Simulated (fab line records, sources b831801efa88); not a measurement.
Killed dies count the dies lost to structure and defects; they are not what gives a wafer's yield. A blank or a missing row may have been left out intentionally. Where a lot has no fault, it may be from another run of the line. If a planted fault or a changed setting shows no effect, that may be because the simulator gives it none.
Split-lot experiment :: flow sky130 :: 5 lots, 23 wafers read, on a route of 708 steps

== THE SPLIT ==
At SKY_METAL2_SPUTTER_02 (material AlCu, target thk 250 nm, time 13.3 s), the setting powerW was moved away from the recipe's 10600 W on 7 of the 23 wafers read, by -7.4% to +10.3%. All remaining wafers had this setting at the recipe value.

== FROM THE SPLIT TO THE READING: what the file shows between them, 2 steps ==
- SKY_METAL2_SPUTTER_04: material TiN, target thk 70 nm, time 58.3 s (also split here: timeS)
- SKY_METAL2_RS_MEAS_05: measures by four-point-probe

== THE READING ==
METAL2_ALCU_THK, in nm, at SKY_METAL2_THK_MEAS_06 (measures by xrf). A value of 250.0 nm with a standard deviation of 2.9 nm is what fault-free wafers of this fab line usually give.

wafer: L077.1
tool, chamber at the split: pvdSputter-01, -
powerW as run, W: 10600
against the recipe: recipe
METAL2_ALCU_THK, nm: 247.8
against lot-mates on the recipe: -

wafer: L077.4
tool, chamber at the split: pvdSputter-01, -
powerW as run, W: 10600
against the recipe: recipe
METAL2_ALCU_THK, nm: 252.3
against lot-mates on the recipe: -

wafer: L077.6
tool, chamber at the split: pvdSputter-01, -
powerW as run, W: 10600
against the recipe: recipe
METAL2_ALCU_THK, nm: 248.7
against lot-mates on the recipe: -

wafer: L078.1
tool, chamber at the split: pvdSputter-01, -
powerW as run, W: 10600
against the recipe: recipe
METAL2_ALCU_THK, nm: 247.5
against lot-mates on the recipe: -

wafer: L078.2
tool, chamber at the split: pvdSputter-01, -
powerW as run, W: 11690
against the recipe: +10.3%
METAL2_ALCU_THK, nm: 278.9
against lot-mates on the recipe: +29.6

wafer: L078.4
tool, chamber at the split: pvdSputter-01, -
powerW as run, W: 11690
against the recipe: +10.3%
METAL2_ALCU_THK, nm: 272.1
against lot-mates on the recipe: +22.9

wafer: L078.5
tool, chamber at the split: pvdSputter-01, -
powerW as run, W: 11690
against the recipe: +10.3%
METAL2_ALCU_THK, nm: 278.9
against lot-mates on the recipe: +29.6

wafer: L078.6
tool, chamber at the split: pvdSputter-01, -
powerW as run, W: 10600
against the recipe: recipe
METAL2_ALCU_THK, nm: 251.0
against lot-mates on the recipe: -

wafer: L081.1
tool, chamber at the split: pvdSputter-02, -
powerW as run, W: 10600
against the recipe: recipe
METAL2_ALCU_THK, nm: 249.0
against lot-mates on the recipe: -

wafer: L081.2
tool, chamber at the split: pvdSputter-02, -
powerW as run, W: 10600
against the recipe: recipe
METAL2_ALCU_THK, nm: 253.7
against lot-mates on the recipe: -

wafer: L081.3
tool, chamber at the split: pvdSputter-02, -
powerW as run, W: 10600
against the recipe: recipe
METAL2_ALCU_THK, nm: 245.9
against lot-mates on the recipe: -

wafer: L081.4
tool, chamber at the split: pvdSputter-02, -
powerW as run, W: 10600
against the recipe: recipe
METAL2_ALCU_THK, nm: 253.6
against lot-mates on the recipe: -

wafer: L081.5
tool, chamber at the split: pvdSputter-02, -
powerW as run, W: 10600
against the recipe: recipe
METAL2_ALCU_THK, nm: 247.9
against lot-mates on the recipe: -

wafer: L083.1
tool, chamber at the split: pvdSputter-02, -
powerW as run, W: 9811
against the recipe: -7.4%
METAL2_ALCU_THK, nm: 239.7
against lot-mates on the recipe: -13.8

wafer: L083.3
tool, chamber at the split: pvdSputter-02, -
powerW as run, W: 10600
against the recipe: recipe
METAL2_ALCU_THK, nm: 251.2
against lot-mates on the recipe: -

wafer: L083.4
tool, chamber at the split: pvdSputter-02, -
powerW as run, W: 10600
against the recipe: recipe
METAL2_ALCU_THK, nm: 251.5
against lot-mates on the recipe: -

wafer: L083.5
tool, chamber at the split: pvdSputter-02, -
powerW as run, W: 10600
against the recipe: recipe
METAL2_ALCU_THK, nm: 257.8
against lot-mates on the recipe: -

wafer: L083.6
tool, chamber at the split: pvdSputter-02, -
powerW as run, W: 9811
against the recipe: -7.4%
METAL2_ALCU_THK, nm: 231.8
against lot-mates on the recipe: -21.7

wafer: L082.2
tool, chamber at the split: pvdSputter-04, -
powerW as run, W: 10600
against the recipe: recipe
METAL2_ALCU_THK, nm: 251.4
against lot-mates on the recipe: -

wafer: L082.3
tool, chamber at the split: pvdSputter-04, -
powerW as run, W: 10600
against the recipe: recipe
METAL2_ALCU_THK, nm: 254.1
against lot-mates on the recipe: -

wafer: L082.4
tool, chamber at the split: pvdSputter-04, -
powerW as run, W: 10600
against the recipe: recipe
METAL2_ALCU_THK, nm: 252.1
against lot-mates on the recipe: -

wafer: L082.5
tool, chamber at the split: pvdSputter-04, -
powerW as run, W: 10050
against the recipe: -5.2%
METAL2_ALCU_THK, nm: 236.7
against lot-mates on the recipe: -15.8

wafer: L082.6
tool, chamber at the split: pvdSputter-04, -
powerW as run, W: 10050
against the recipe: -5.2%
METAL2_ALCU_THK, nm: 240.0
against lot-mates on the recipe: -12.5

FIT RESULTS
A straight line over all 23 wafers: METAL2_ALCU_THK changes by +2.38 nm for each +1% of powerW; r = +0.96; the points scatter about the line by 3.3 nm.
The same after taking each lot's own level away (the mean of its wafers on the recipe; 23 wafers): +2.6 nm for each +1%; r = +0.97; scatter 2.9 nm.
That fit puts the effect of the largest move of powerW on the reading at 27 nm.
From 249.25 to 253.50 nm: that is the span of the lots' own levels, equal to 1.5 times the standard deviation above.
The two slopes agree, so the slope changes little with the lot-to-lot level.
Check: with one of the wafers moved furthest among these (+10.3%) left out of the fit, the line predicts +26 nm for it against its lot-mates. It came out at +29.6 nm against them.

== ADDITIONAL SPLITS CARRIED BY THESE WAFERS ==
Before the reading, these wafers also passed through other splits. Each is held against what the fit with the lots' levels taken away leaves over:
other split on the same wafers: SKY_CONTACT_DEVELOP_13 developTimeS
wafers away from the commonest value: 10
r with METAL2_ALCU_THK (lot level and that fit taken away): -0.20

other split on the same wafers: SKY_CONTACT_SPUTTER_23 chamberPressurePa
wafers away from the commonest value: 15
r with METAL2_ALCU_THK (lot level and that fit taken away): +0.04

other split on the same wafers: SKY_METAL1_SPUTTER_03 timeS
wafers away from the commonest value: 7
r with METAL2_ALCU_THK (lot level and that fit taken away): -0.04

other split on the same wafers: SKY_VIA1_HDPCVD_00 sih4FlowSccm
wafers away from the commonest value: 11
r with METAL2_ALCU_THK (lot level and that fit taken away): +0.08

other split on the same wafers: SKY_METAL2_SPUTTER_04 timeS
wafers away from the commonest value: 11
r with METAL2_ALCU_THK (lot level and that fit taken away): -0.49

== THE WHOLE CHAIN: every reading that the file lists as answering this split, in the file's order ==
step: SKY_METAL2_SPUTTER_02
what it does: material AlCu, target thk 250 nm, time 13.3 s
reading: AlCu_of_METAL2_SPUTTER_02.thkNm (the simulator's own value, which no gauge read)
change (the file's fit): +2.62 nm for each +1% of the setting
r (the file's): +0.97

step: SKY_METAL2_RS_MEAS_05
what it does: measures by four-point-probe
reading: METAL2_ALCU_RS
change (the file's fit): -0.00131 for each +1% of the setting
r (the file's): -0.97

step: SKY_METAL2_THK_MEAS_06
what it does: measures by xrf
reading: METAL2_ALCU_THK
change (the file's fit): +2.59 for each +1% of the setting
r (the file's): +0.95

== THE FILE'S OWN FIT ==
METAL2_ALCU_THK changes by +2.59 nm for each +1% of powerW, r = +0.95.
